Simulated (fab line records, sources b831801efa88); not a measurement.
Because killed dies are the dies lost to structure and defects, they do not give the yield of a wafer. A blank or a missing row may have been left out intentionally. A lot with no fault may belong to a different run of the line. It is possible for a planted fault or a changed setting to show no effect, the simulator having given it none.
A struck lot beside a sound one | flow sfq_line | 24 out of 325 route steps
Sound: the wafers L303.2, L303.3, L303.5. Struck: wafers L301.1, L301.2, L301.6. The cause is given at the end.
Order at every step that has rows: each side's tool, ch and its chambers, its first start. Under that, the readings that differ: sound wafers | struck wafers | difference of the means | sigmas: that difference in standard deviations of wafers without a fault.
alike: readings whose means differ by less than 2 such deviations, and words and numbers that are the same on both sides. not compared: withheld readings, readings that some wafer has no value for, bounds like >300 that may hide the same value, and numbers for which the record gives no deviation and whose values overlap.
Wherever a step has rows on one side only, a row that says differs or no value, or a row with sigmas, the two part there. Numbers that have no deviation but don't overlap get no sigmas and don't part them. A reading that every wafer of one side lacks parts them only if that side has two wafers or more.

SFQ_TRILAYER_L0_BARC_OPEN_METAL_ETCH_010: etches BARC in O2, target depth 125 nm, time 41.7 s.
  sound on rie_metal-03 ch 0,1, day 7 02:07; struck on rie_metal-02 ch 0,1, day 6 15:19
  alike: bias_w, chamber_pressure_mTorr, drypump_motor_current_A, oes_product_au
  not compared: rf_hours_counter_h
SFQ_TRILAYER_L0_ETCH_METAL_ETCH_008: etches MoNx KI in SF6/O2, stops on SiO2, target depth 50 nm, time 25 s.
  sound on rie_metal-03 ch 0,1, day 7 02:11; struck on rie_metal-02 ch 0,1, day 6 15:23
  alike: bias_w, chamber_pressure_mTorr, drypump_motor_current_A, oes_product_au
  not compared: rf_hours_counter_h
then, 2 steps without rows for these wafers: SFQ_TRILAYER_L0_STRIP_STRIP_009 (strips in O2); SFQ_TRILAYER_L0_STRIP_SOLV_CLEAN_010 (cleans in NMP, time 600 s).
SFQ_TRILAYER_L0_CAP_PECVD_011: deposits SiO2 from SiH4/N2O, time 13.333 s, target thk 60 nm.
  sound on pecvd-02 ch 1, day 7 03:00; struck on pecvd-02 ch 0,1, day 6 16:12
  alike: heater_power_w, throttle_valve_pct
then, 6 steps without rows for these wafers: SFQ_TRILAYER_L0_VIA_LITHO_COAT_018 (resist thk 62 nm); SFQ_TRILAYER_L0_VIA_LITHO_COAT_013 (resist thk 650 nm); SFQ_TRILAYER_L0_VIA_LITHO_SOFTBAKE_017; SFQ_TRILAYER_L0_VIA_LITHO_EXPOSE_014 (exposes mask L0V, target cd 700 nm); SFQ_TRILAYER_L0_VIA_LITHO_PEB_016 (peb time 60 s); SFQ_TRILAYER_L0_VIA_LITHO_DEVELOP_015 (time 60 s).
-- the record jumps here: 3 days lie between the struck wafers' starts before and after --
SFQ_L0V_OVL_MEAS_903:
  sound: overlay-02 at day 10 09:14; struck: overlay-01 at day 9 23:37
  alike: L0V_OVL
SFQ_TRILAYER_L0_VIA_BARC_OPEN_VIA_ETCH_021: etches BARC in O2, target depth 125 nm, time 41.7 s.
  sound on rie_diel-01 ch 1,3, day 10 09:16; struck on rie_diel-01 ch 0,3, day 9 23:40
  no value came back on the struck wafers for bias_w (W), chamber_pressure_mTorr (mTorr), drypump_motor_current_A (A), oes_product_au (a.u.); on the sound wafers bias_w (W) reads 80.00 80.05 80.05
  reading                                                 | sound             | struck            | difference | sigmas
  model.KrF_of_TRILAYER_L0_VIA_LITHO_COAT_013.thk_nm (nm) | 573.6 573.5 572.5 | 626.5 625.9 625.3 | +52.7      |
  not compared: rf_hours_counter_h
SFQ_TRILAYER_L0_VIA_ETCH_VIA_ETCH_016: etches SiO2 in CHF3, stops on MoNx KI, target depth 80 nm.
  sound on rie_diel-01 ch 1,3, day 10 09:18; struck on rie_diel-01 ch 0,3, day 9 23:42
  reading                                                 | sound             | struck            | difference | sigmas
  oes_product_au (a.u.)                                   | 0.832 0.853 0.846 | 0.371 0.374 0.372 | -0.471     | -61
  model.KrF_of_TRILAYER_L0_VIA_LITHO_COAT_013.thk_nm (nm) | 559.8 559.5 558.5 | 612.7 612.2 611.6 | +52.9      |
  alike: bias_w, chamber_pressure_mTorr, drypump_motor_current_A
SFQ_TRILAYER_L0_VIA_STRIP_STRIP_017: strips in O2.
  sound on rie_metal-01 ch 0,1, day 10 09:20; struck on rie_metal-01 ch 0,1, day 9 23:44
  alike: chamber_pressure_mTorr, drypump_motor_current_A, oes_product_au, platen_temp_c
  not compared: rf_hours_counter_h
then, 2 steps without rows for these wafers: SFQ_TRILAYER_L0_VIA_STRIP_SOLV_CLEAN_018 (cleans in NMP, time 600 s); SFQ_TRILAYER_M0_DEP_PRE_CLEAN_020 (time 15 s).
SFQ_TRILAYER_M0_DEP_SPUTTER_019: material Nb, target thk 200 nm, time 137.7 s.
  sound: pvd_sputter-04 at day 10 10:08; struck: pvd_sputter-03 at day 10 00:35
  alike: throttle_valve_pct
SFQ_M0_RS_MEAS_904: the measuring method here is four-point-probe.
  sound: film_metro-01 at day 10 10:16; struck: film_metro-02 at day 10 00:40
  alike: M0_NB_RS
then, 3 steps without rows for these wafers: SFQ_TRILAYER_M0_LITHO_COAT_026 (resist thk 62 nm); SFQ_TRILAYER_M0_LITHO_COAT_021 (resist thk 600 nm); SFQ_TRILAYER_M0_LITHO_SOFTBAKE_025.
-- the record jumps here: 5 days lie between the struck wafers' starts before and after --
SFQ_TRILAYER_M0_LITHO_EXPOSE_022: exposes mask M0, target cd 500 nm.
  sound on krf_scanner-02 ch 0, day 15 10:38; struck on krf_scanner-01, day 14 15:10
  no value came back on the struck wafers for exposure_dose_mJ_cm2, focus_offset_nm (nm); on the sound wafers exposure_dose_mJ_cm2 reads 14.397 14.394 14.401
  alike: mask
then, 1 step without rows for these wafers: SFQ_TRILAYER_M0_LITHO_PEB_024 (peb time 60 s).

== WHERE THEY PART ==
Last at SFQ_TRILAYER_M0_LITHO_EXPOSE_022 as far as this record goes, first at SFQ_TRILAYER_L0_VIA_BARC_OPEN_VIA_ETCH_021.

WHY: whatever the simulator had introduced
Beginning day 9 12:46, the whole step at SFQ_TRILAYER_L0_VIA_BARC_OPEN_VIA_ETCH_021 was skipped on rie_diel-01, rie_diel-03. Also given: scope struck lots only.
